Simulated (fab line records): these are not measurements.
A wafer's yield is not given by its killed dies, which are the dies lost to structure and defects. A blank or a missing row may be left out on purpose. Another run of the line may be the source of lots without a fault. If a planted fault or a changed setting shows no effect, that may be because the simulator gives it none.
Comparing a struck lot with a sound one / flow sky130 / 16 steps out of a route of 708
Sound: these wafers, L246.1, L246.3, L246.5. Struck: wafers L251.2, L251.4 (left out: L251.6, a lot-mate that was not struck); the cause follows at the end.
Per side, at each step with rows, come the tool, then ch with its chambers, and then its first start. Under that, the readings that differ: sound wafers / struck wafers / difference of the means / sigmas: that difference in standard deviations of wafers without a fault.
alike: readings with means less than 2 such deviations apart, plus words and numbers identical on both sides. not compared: withheld readings, readings lacking a value on some wafer, bounds such as >300 that could conceal the same value, and numbers that have no deviation in the record and whose values overlap.
The two part at a step that has a row with sigmas, a row that says differs or no value, or rows on one side only. Numbers that don't overlap but have no deviation are shown without sigmas and don't part them. A reading missing from all wafers of one side parts the sides only when that side holds two or more wafers.

first, 3 steps without rows for these wafers: SKY_LI_CONTACT_EXPOSE_09 (exposes mask LICM1, target cd 170 nm); SKY_LI_CONTACT_PEB_10; SKY_LI_CONTACT_DEVELOP_11 (develop time 60 s).
SKY_LI_CONTACT_CD_MEAS_12: target cd 170 nm.
  struck on cd_sem-02, day 33 22:20; sound on cd_sem-02, day 32 18:49
  alike: cd_nm
SKY_LI_CONTACT_OVL_MEAS_13:
  struck on overlay-02, day 33 22:26; sound on overlay-02, day 32 18:56
  alike: LI_CONTACT_OVL
SKY_LI_CONTACT_ETCH_14: etches BARC in N2/H2, stops on SiO2, time 45.9 s, target depth 60 nm.
  sound on rie_diel-03 ch 0,2,3, day 32 18:58; struck on rie_diel-04 ch 1,2, day 33 22:28
  alike: drypump_motor_current_A, oes_product_au, rf_fwd_power_W, throttle_valve_pct
  not compared: rf_hours_counter_h
SKY_LI_CONTACT_ETCH_15: etches PSG in C4F8/O2/Ar, stops on Si, target depth 600 nm.
  sound on rie_diel-03 ch 0,2,3, day 32 19:01; struck on rie_diel-04 ch 1,2, day 33 22:31
  alike: oes_product_au, rf_fwd_power_W
SKY_LI_CONTACT_STRIP_16: strips in O2/N2.
  sound on plasma_asher-03 ch 0,1, day 32 19:06; struck on plasma_asher-02 ch 1, day 33 22:36
  alike: drypump_motor_current_A, oes_product_au, strip_time_to_endpoint_s
  not compared: rf_hours_counter_h
then, 2 steps without rows for these wafers: SKY_LI_CONTACT_CLEAN_17 (cleans in NMP, time 600 s); SKY_LI_CONTACT_PRE_CLEAN_18 (time 5.6 s).
SKY_LI_CONTACT_SPUTTER_19: material Ti, target thk 20 nm, time 106.37 s.
  struck on pvd_sputter-02, day 33 22:53; sound on pvd_sputter-04, day 32 19:25
  alike: throttle_valve_pct
SKY_LI_CONTACT_SPUTTER_20: material TiN, target thk 20 nm, time 80 s.
  struck on pvd_sputter-02, day 33 22:58; sound on pvd_sputter-04, day 32 19:29
  alike: throttle_valve_pct
SKY_LI_CONTACT_CVD_21: deposits W, target thk 400 nm, time 120.56 s.
  sound on cvd_w-02 ch 0,1, day 32 19:33; struck on cvd_w-02 ch 0, day 33 23:02
reading=chamber_pressure_Torr (Torr); sound=39.82 39.74 39.93; struck=46.36 46.33; difference=+6.52; sigmas=+69
reading=model.W_of_LI_CONTACT_CVD_21.thk_nm (nm); sound=402.3 393.5 399.9; struck=429.8 425.6; difference=+29.1; sigmas=
  alike: heater_power_w
SKY_LI_CONTACT_RS_MEAS_22: uses a four-point probe to measure.
  struck on film_metro-01, day 33 23:11; sound on film_metro-04, day 32 19:40
reading=LI_CONTACT_W_RS (ohm/sq); sound=0.283 0.289 0.284; struck=0.265 0.268; difference=-0.019; sigmas=-5
SKY_LI_CONTACT_THK_MEAS_23: measures by xrf.
  struck on film_metro-01, day 33 23:17; sound on film_metro-04, day 32 19:47
reading=LI_CONTACT_W_THK (nm); sound=406 398 406; struck=441 436; difference=+35; sigmas=+4
-- here the record skips 15 days between the struck wafers' starts before and after, leaving off in module LI_CONTACT and picking up in module PAD_OPEN (first step shown: number 708 of the route) --
SKY_PAD_OPEN_PROBE_99:
  struck on prober-01, day 49 07:55; sound on prober-01, day 48 12:04
  alike: killed_at_M0_to_M3, killed_at_M4_up, killed_at_contacts, killed_at_front_end, killed_at_other, killed_dies, killed_open, killed_short

== WHERE THEY PART ==
At SKY_LI_CONTACT_CVD_21 first; at SKY_LI_CONTACT_THK_MEAS_23 last (within this record only). Later steps at which nothing parts them and some readings are alike: SKY_PAD_OPEN_PROBE_99.

WHY: what the simulator had put in
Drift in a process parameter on cvd_w-02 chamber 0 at SKY_LI_CONTACT_CVD_21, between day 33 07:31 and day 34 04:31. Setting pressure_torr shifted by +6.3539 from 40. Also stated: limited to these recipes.
